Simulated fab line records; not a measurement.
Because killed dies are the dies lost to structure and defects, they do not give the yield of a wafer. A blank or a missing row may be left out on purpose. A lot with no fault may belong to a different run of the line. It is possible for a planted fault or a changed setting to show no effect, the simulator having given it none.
Which tool is to blame? || flow sky130 || 12 lots, 36 wafers sampled, at 1 step of a route of 708

## WHAT EACH GAUGE READ, for each wafer
SKY_VT_ADJUST_HVTR_CD_MEAS_07 targets a cd of 380 nm.
{"lot": "L075", "measured": "day 9 21:04", "on": "cd-sem-02", "cd-nm (nm)": "379.2 379.0 380.8"}
{"lot": "L077", "measured": "day 10 13:29", "on": "cd-sem-01", "cd-nm (nm)": "381.4 380.5 380.7"}
{"lot": "L079", "measured": "day 11 08:14", "on": "cd-sem-02", "cd-nm (nm)": "378.6 381.3 378.8"}
{"lot": "L081", "measured": "day 11 20:08", "on": "cd-sem-02", "cd-nm (nm)": "377.2 379.8 373.7"}
{"lot": "L083", "measured": "day 12 04:37", "on": "cd-sem-02", "cd-nm (nm)": "378.9 378.8 384.1"}
{"lot": "L085", "measured": "day 12 23:56", "on": "cd-sem-02", "cd-nm (nm)": "376.9 378.4 376.9"}
{"lot": "L087", "measured": "day 13 13:02", "on": "cd-sem-01", "cd-nm (nm)": "374.1 374.3 374.1"}
{"lot": "L089", "measured": "day 14 01:56", "on": "cd-sem-01", "cd-nm (nm)": "381.2 380.1 378.3"}
{"lot": "L091", "measured": "day 14 20:14", "on": "cd-sem-01", "cd-nm (nm)": "378.2 381.7 379.2"}
{"lot": "L093", "measured": "day 15 08:11", "on": "cd-sem-02", "cd-nm (nm)": "383.9 383.3 382.7"}
{"lot": "L095", "measured": "day 15 23:01", "on": "cd-sem-02", "cd-nm (nm)": "376.3 379.3 379.1"}
{"lot": "L097", "measured": "day 16 15:03", "on": "cd-sem-02", "cd-nm (nm)": "379.0 379.0 378.8"}

## EACH LOT AND THE TOOL THAT RAN IT (in order: tool; ch and the chambers of the sampled wafers; start)
Record: no process step prior to these readings.

## THE ANSWER, worked out from the rows above alone
Rule: the usual values come from the lots themselves. The widest of any qualifying gaps counts: lots, ordered by their means at a reading, are off when they make up no more than a third of the lots, leave a main group of 4 or more, and stand apart from it by 3 or more times the standard deviation of that group's means. The tables above print the reading to a certain number of digits; a main group whose means all agree to those digits is not used. Also off: a lot with no number at a reading for which 4 or more lots have one. Any other lot the step has rows for is counted as sound.
No lot is off at any reading shown: from this, nothing can be told.

## WHAT THE SIMULATOR PUT IN
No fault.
